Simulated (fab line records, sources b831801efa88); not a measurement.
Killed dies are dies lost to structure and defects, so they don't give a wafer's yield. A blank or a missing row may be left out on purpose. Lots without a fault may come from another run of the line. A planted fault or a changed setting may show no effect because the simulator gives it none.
Problem report in the 8D (eight disciplines) form, filled by code | flow gf180mcu | the parts of the form that need people (team, actions taken, sign-off) are left out

1. THE PROBLEM
spike_tc_upper_C at GF_HV_LDD_CVD_54 reads a mean of 707.4 C on 6 wafers of 2 lots; wafers without a fault read 680.2 C with a standard deviation of 1.6. That is +17 standard deviations from the usual mean.
The step: deposits SiO2 from TEOS, target thk 10 nm, time 75 s.
First seen on wafer L650.3, day 18 20:56, on lpcvd-01. The record holds 39 wafers of 13 lots with a number at this step. Rule for "out", or "out of limits": more than 4 standard deviations from the usual mean. The other wafers with a number count as sound.

2. WHAT IT IS AND WHAT IT IS NOT
question                    | is                                     | is not
which readings at this step | spike_tc_upper_C, zone_power_upper_pct | spike_tc_lower_C
which lots                  | L650, L651                             | L631, L633, L634, L635, L636, L638, L639, L641, L643, L648, L653
which wafers of those lots  | all that have a number                 | -
read on which tools         | lpcvd-01                               | lpcvd-02
when                        | from day 18 20:56                      | up to then (30 sound wafers); but 3 sound wafers of L653 came after

3. SUSPECTS, AND WHAT RULES EACH OUT
Counting: a tool at a process step up to the reading stays a suspect if it ran every lot that is out and no sound lot after the first of them.
- lpcvd-01 at GF_HV_LDD_CVD_54 (deposits SiO2 from TEOS, target thk 10 nm, time 75 s): kept. It ran every lot that is out, first L650 (day 18 20:56), and no sound lot after that; its last sound lot up to then is L641 (day 15 18:59). Its own readings are out on those wafers: spike_tc_upper_C, zone_power_upper_pct.
Left after counting: lpcvd-01 at GF_HV_LDD_CVD_54.

4. THE CAUSE (what the simulator had put in)
Process parameter drift: lpcvd-01, from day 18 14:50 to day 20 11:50, at GF_HV_LDD_CVD_54. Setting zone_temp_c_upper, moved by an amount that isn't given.
Counting left only this tool.

5. THE CHAIN OF EFFECTS, in route order
Each row: a reading whose mean over the struck wafers that have a number lies more than 3 standard deviations from the usual. Only readings for which the record gives a usual standard deviation are gone through. hours: the time from each lot's start at the first step in this table that gives one to its start at this step, as a median over the lots. sigmas: the change in usual standard deviations.
hours | step             | reading              | usual   | on struck wafers | change | sigmas
0     | GF_HV_LDD_CVD_54 | spike_tc_centre_C    | 680.6 C | 676.7            | -3.9   | -3.3
0     | GF_HV_LDD_CVD_54 | spike_tc_upper_C     | 680.2 C | 707.4            | +27.2  | +17
0     | GF_HV_LDD_CVD_54 | zone_power_upper_pct | 10.2 %  | 15.6             | +5.4   | +7.1
The process steps in it:
- GF_HV_LDD_CVD_54: deposits SiO2 from TEOS, target thk 10 nm, time 75 s.

6. WHAT WOULD HAVE CAUGHT IT SOONER
In this record the first reading out of limits was taken at day 18 20:56, 6 hours after the fault began at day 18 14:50.
